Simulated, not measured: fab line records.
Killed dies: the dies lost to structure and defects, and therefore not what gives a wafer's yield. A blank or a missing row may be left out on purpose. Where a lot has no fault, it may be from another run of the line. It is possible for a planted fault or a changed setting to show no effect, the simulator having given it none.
Commonality check across tools	flow gf180mcu	Sampled: 12 lots, 36 wafers

== WHY IT WAS OPENED ==
Flagged at GF_V1_CD_MEAS_14: reading cd_nm, on 4 of 12 lots. No-fault wafers: 260.1 nm, standard deviation 1.3.
Rule: a lot is flagged when every wafer of it that has a number lies more than 4 standard deviations from that mean, or none has a number. The other lots count as sound.

lot	measured	on	cd_nm (nm), wafer by wafer	flag
L685	day 19 04:29	cd_sem-01	259.6 261.2 260.8	
L687	day 19 17:49	cd_sem-01	260.9 259.8 259.6	
L688	day 20 09:40	cd_sem-01	258.6 258.1 258.1	
L689	day 20 22:35	cd_sem-01	236.6 237.2 236.3	FLAGGED
L690	day 21 06:07	cd_sem-01	259.4 259.7 260.4	
L691	day 21 06:34	cd_sem-02	236.7 237.3 237.1	FLAGGED
L693	day 21 23:17	cd_sem-01	245.6 246.0 246.2	FLAGGED
L697	day 23 08:17	cd_sem-01	249.5 250.5 251.2	FLAGGED
L699	day 23 23:10	cd_sem-02	261.9 263.1 262.4	
L702	day 24 22:55	cd_sem-02	260.4 260.5 261.3	
L703	day 25 03:25	cd_sem-01	258.8 257.9 257.2	
L706	day 25 23:13	cd_sem-02	257.2 258.1 256.7	
On average the flagged lots' numbers are 242.5 nm, which is -17.6 nm against the usual, or -14 standard deviations.

== EACH LOT AND THE TOOL IT RAN ON ==
Before the reading, the record contains 2 process steps out of a 602-step route. In each cell: the tool, then ch and the chambers that the sampled wafers went through, then the start.
lot	flag	GF_CONTACT_SPUTTER_23	GF_V1_EXPOSE_11
L685		pvd_sputter-04, day 17 01:37	krf_scanner-02 ch 0, day 18 15:58
L687		pvd_sputter-04, day 17 14:08	krf_scanner-01 ch 0, day 19 05:20
L688		pvd_sputter-04, day 18 05:56	krf_scanner-01 ch 0, day 19 21:43
L689	FLAGGED	pvd_sputter-03, day 18 18:38	krf_scanner-01 ch 0, day 20 10:17
L690		pvd_sputter-03, day 19 02:28	krf_scanner-02 ch 0, day 20 18:12
L691	FLAGGED	pvd_sputter-04, day 19 02:48	krf_scanner-01 ch 0, day 20 18:44
L693	FLAGGED	pvd_sputter-03, day 19 19:11	krf_scanner-01 ch 0, day 21 10:52
L697	FLAGGED	pvd_sputter-04, day 21 06:23	krf_scanner-01 ch 0, day 22 21:04
L699		pvd_sputter-03, day 21 22:18	krf_scanner-02 ch 0, day 23 11:47
L702		pvd_sputter-02, day 23 01:25	krf_scanner-02 ch 0, day 24 13:11
L703		pvd_sputter-02, day 23 06:02	krf_scanner-02 ch 0, day 24 17:55
L706		pvd_sputter-02, day 24 04:04	krf_scanner-02 ch 0, day 25 12:39
These steps, and what they do:
- GF_CONTACT_SPUTTER_23: material TiN, target thk 10 nm, time 40 s.
- GF_V1_EXPOSE_11: exposes mask Via1, target cd 260 nm.
- GF_V1_CD_MEAS_14: target cd 260 nm.

== FLAGGED AGAINST TOTAL, ONE TOOL AT A TIME (gauges that did the reading follow at the end) ==
step	tool	lots run	flagged	share of the flagged lots	sound lots run after its first flagged lot
GF_CONTACT_SPUTTER_23	pvd_sputter-02	3	0	none	-
GF_CONTACT_SPUTTER_23	pvd_sputter-03	4	2	some	2 (L690,L699)
GF_CONTACT_SPUTTER_23	pvd_sputter-04	5	2	some	0
GF_V1_EXPOSE_11	krf_scanner-01	6	4	all	0
GF_V1_EXPOSE_11	krf_scanner-02	6	0	none	-
GF_V1_CD_MEAS_14	cd_sem-01	8	3	some	2 (L690,L703)
GF_V1_CD_MEAS_14	cd_sem-02	4	1	some	3 (L699,L702,L706)

== WHAT THE TABLE PERMITS ==
All flagged lots share 1 row of the table, namely krf_scanner-01 at GF_V1_EXPOSE_11.
- krf_scanner-01 at GF_V1_EXPOSE_11 ran 6 lots, 4 of them flagged. Its last sound lot is L688 (day 19 21:43), its first flagged lot L689 (day 20 10:17): a fault that began between those two fits. Its own readings (exposure_dose_mJ_cm2) fall more than 4 standard deviations out on all wafers of the flagged lots.
krf_scanner-01 at GF_V1_EXPOSE_11 is the single tool remaining.

== WHAT THE SIMULATOR HAD PUT IN ==
Drift in process parameters on krf_scanner-01 at GF_V1_EXPOSE_11, starting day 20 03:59. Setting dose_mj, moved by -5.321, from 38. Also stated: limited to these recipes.
Lots struck among those shown: L689, L691, L693, L697. The same result came from the rule above.
